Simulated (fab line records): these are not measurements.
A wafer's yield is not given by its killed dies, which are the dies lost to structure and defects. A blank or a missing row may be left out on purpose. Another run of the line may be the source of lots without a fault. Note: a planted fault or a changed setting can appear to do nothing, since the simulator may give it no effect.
Matching of chambers / flow gf180mcu / cmp-02 running GF_V2_CMP_26: 4 sister chambers
The step polishes, stops on SiO2, t overpolish 15 s, target thk 0 nm. 8 wafers are shown with their chamber, then 8 later ones without.

WAFERS, EACH WITH ITS CHAMBER
wafer=L993.1; chamber=2; motor current A (A)=10.0; time to endpoint s (s)=87
wafer=L993.5; chamber=1; motor current A (A)=10.4; time to endpoint s (s)=85
wafer=L996.5; chamber=3; motor current A (A)=12.6; time to endpoint s (s)=84
wafer=L996.6; chamber=0; motor current A (A)=11.3; time to endpoint s (s)=91
wafer=L999.2; chamber=2; motor current A (A)=9.7; time to endpoint s (s)=92
wafer=L999.3; chamber=0; motor current A (A)=10.8; time to endpoint s (s)=95
wafer=L999.6; chamber=1; motor current A (A)=10.2; time to endpoint s (s)=86
wafer=L105.3; chamber=3; motor current A (A)=12.5; time to endpoint s (s)=80

WAFERS WHOSE CHAMBER IS MISSING
wafer=L105.5; motor current A (A)=10.1; time to endpoint s (s)=82
wafer=L105.6; motor current A (A)=12.3; time to endpoint s (s)=88
wafer=L106.2; motor current A (A)=12.9; time to endpoint s (s)=76
wafer=L106.5; motor current A (A)=10.5; time to endpoint s (s)=81
wafer=L106.6; motor current A (A)=11.9; time to endpoint s (s)=93
wafer=L114.2; motor current A (A)=9.9; time to endpoint s (s)=90
wafer=L114.4; motor current A (A)=12.1; time to endpoint s (s)=89
wafer=L114.5; motor current A (A)=11.8; time to endpoint s (s)=93

EACH ONE'S CHAMBER
wafer=L105.5; from the rows above=can't be placed: 1 or 2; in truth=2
wafer=L105.6; from the rows above=3; in truth=3
wafer=L106.2; from the rows above=3; in truth=3
wafer=L106.5; from the rows above=1; in truth=1
wafer=L106.6; from the rows above=can't be placed: 0 or 3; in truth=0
wafer=L114.2; from the rows above=2; in truth=2
wafer=L114.4; from the rows above=can't be placed: 3 or 0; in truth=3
wafer=L114.5; from the rows above=can't be placed: 0 or 3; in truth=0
Correctly placed: 4 of 8. From these rows, 4 cannot be placed; in 4 the true chamber is one of the candidates. Number placed wrongly: 0.
How it was worked out, from the rows above alone: a wafer's distance from a chamber is the root of the sum, over the readings, of the square of ((its reading less the chamber's mean) divided by the reading's scatter). The wafer belongs to the nearest chamber; if the next one is less than 2 further off, it can't be placed. Each chamber's mean is taken over the wafers shown for it. The scatter is the square root of a quotient: the sum, over the shown wafers, of each reading's squared deviation from its chamber's mean, divided by wafers minus chambers.
